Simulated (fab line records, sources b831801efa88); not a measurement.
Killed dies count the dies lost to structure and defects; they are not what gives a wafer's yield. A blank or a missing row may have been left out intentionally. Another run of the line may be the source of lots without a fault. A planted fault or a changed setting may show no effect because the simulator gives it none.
Matching of chambers ; flow sky130 ; SKY_LI_CONTACT_CMP_24 on cmp-02 has 4 sister chambers
The step polishes, stops on PSG, t overpolish 20 s, target thk 0 nm. 20 wafers are shown with their chamber, then 10 later ones without.

## WAFERS WITH THEIR CHAMBER
wafer;chamber;motor-current-A (A)
L787.4;1;10.2
L787.5;2;10.6
L787.6;1;10.9
L789.2;3;10.3
L789.4;2;10.6
L789.5;0;13.3
L790.1;3;10.4
L790.5;2;10.6
L790.6;1;11.0
L791.2;1;11.0
L791.3;3;10.4
L791.6;1;11.0
L793.1;1;10.4
L793.3;3;10.0
L793.5;0;12.9
L795.1;1;11.0
L795.3;2;10.5
L795.5;2;10.8
L796.3;3;10.9
L796.5;1;10.3

SIGNATURES (means of the wafers above)
reading;chamber 0;chamber 1;chamber 2;chamber 3;scatter within a chamber
motor-current-A;13.100;10.725;10.620;10.400;0.3
Rule: for a wafer and a chamber, the distance is found by dividing, reading by reading, the gap between the wafer's reading and the chamber's mean by the reading's scatter, squaring, summing and taking the root. If the next closest chamber is less than 2 further off than the closest, the wafer can't be placed; otherwise it belongs to the closest. The scatter is the square root of a quotient: the sum, over the shown wafers, of each reading's squared deviation from its chamber's mean, divided by wafers minus chambers.

## WAFERS WITH NO CHAMBER GIVEN
wafer;motor-current-A (A)
L796.6;13.7
L797.1;10.6
L797.2;12.9
L797.6;13.3
L800.3;13.0
L800.4;10.1
L800.5;13.4
L802.1;10.5
L802.4;10.5
L802.6;10.9

## THE CHAMBER EACH PASSED THROUGH
wafer;from the rows above;in truth
L796.6;0;0
L797.1;can't be placed: 2 or 1 or 3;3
L797.2;0;0
L797.6;0;0
L800.3;0;0
L800.4;can't be placed: 3 or 2 or 1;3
L800.5;0;0
L802.1;can't be placed: 3 or 2 or 1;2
L802.4;can't be placed: 3 or 2 or 1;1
L802.6;can't be placed: 1 or 2 or 3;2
Correctly placed: 5 of 10. Not placeable from these rows: 5 (in 5, the candidates include the true chamber). Number placed wrongly: 0.
